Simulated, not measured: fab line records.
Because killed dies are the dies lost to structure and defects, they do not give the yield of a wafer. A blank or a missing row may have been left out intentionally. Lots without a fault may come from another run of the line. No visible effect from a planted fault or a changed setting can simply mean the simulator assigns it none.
A single fault, viewed from 2 desks | flow sky130 | only its own numbers are on each desk; what lay behind them is given at the end

FROM THE METROLOGY DESK
Means of the sampled wafers that have a number, per lot and without regard to the tool the lot ran on: this is what the gauges read. Any lot whose mean is over 4 standard deviations away from the usual mean is out of limits and marked OUT; that distance is given in the brackets.
Columns: A = METAL2_ALCU_THK at SKY_METAL2_THK_MEAS_06, usual 255 nm; B = VIA2_HDPCVD_THK at SKY_VIA2_THK_MEAS_01, usual 1183 nm
lot  | first seen here | A   | B
L645 | day 33 14:58    | 254 | 1159
L647 | day 34 13:22    | 254 | 1182
L648 | day 35 12:20    | 259 | 1178
L649 | day 35 16:13    | 256 | 1184
L651 | day 36 10:52    | 254 | 1191
L655 | day 37 20:56    | 255 | 1187
L658 | day 38 04:54    | 258 | 1205
L657 | day 38 06:22    | 249 | 1188
L660 | day 38 22:44    | 255 | 1181
L662 | day 39 09:55    | 255 | 1179
L664 | day 40 05:16    | 249 | 1180
L666 | day 40 13:58    | 257 | 1182
L668 | day 41 00:12    | 254 | 1171
This desk's verdict: no lot among the 13 shows anything out of limits.

DESK OF THE TOOL OWNER: litho track-02
The tool's own readings at SKY_METAL2_COAT_10 (resist thk 450 nm): means of the sampled wafers that have a number, for each lot that ran on this tool. Any lot whose mean is over 4 standard deviations away from the usual mean is out of limits and marked OUT; that distance is given in the brackets.
Columns: A = spin speed rpm at SKY_METAL2_COAT_10, usual 3000.1 rpm
lot  | first seen here | A
L647 | day 35 03:00    | 3001.0
L658 | day 38 17:00    | 2940.3 (-33) OUT
L660 | day 39 10:00    | 2939.6 (-34) OUT
Finding of this desk: L658, L660 out of limits; the first was L658 at day 38 17:00, on spin speed rpm at SKY_METAL2_COAT_10. L647 stayed within limits.

TAKEN TOGETHER
An alarm could have come from the tool owner's desk at day 38 17:00, on L658, L660.
From the metrology desk's view, nothing was out of limits.
The metrology desk holds a record of L658, L660, inside its limits.
All the named lots went through SKY_METAL2_COAT_10 on litho track-02.

WHAT THE SIMULATOR HAD PUT IN
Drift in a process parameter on litho track-02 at SKY_METAL2_COAT_10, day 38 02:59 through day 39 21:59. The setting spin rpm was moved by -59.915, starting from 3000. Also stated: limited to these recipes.
Shown lots that were struck: L658, L660.
Each desk's first reading out of limits, in hours after the fault started: the tool owner's desk, 14.
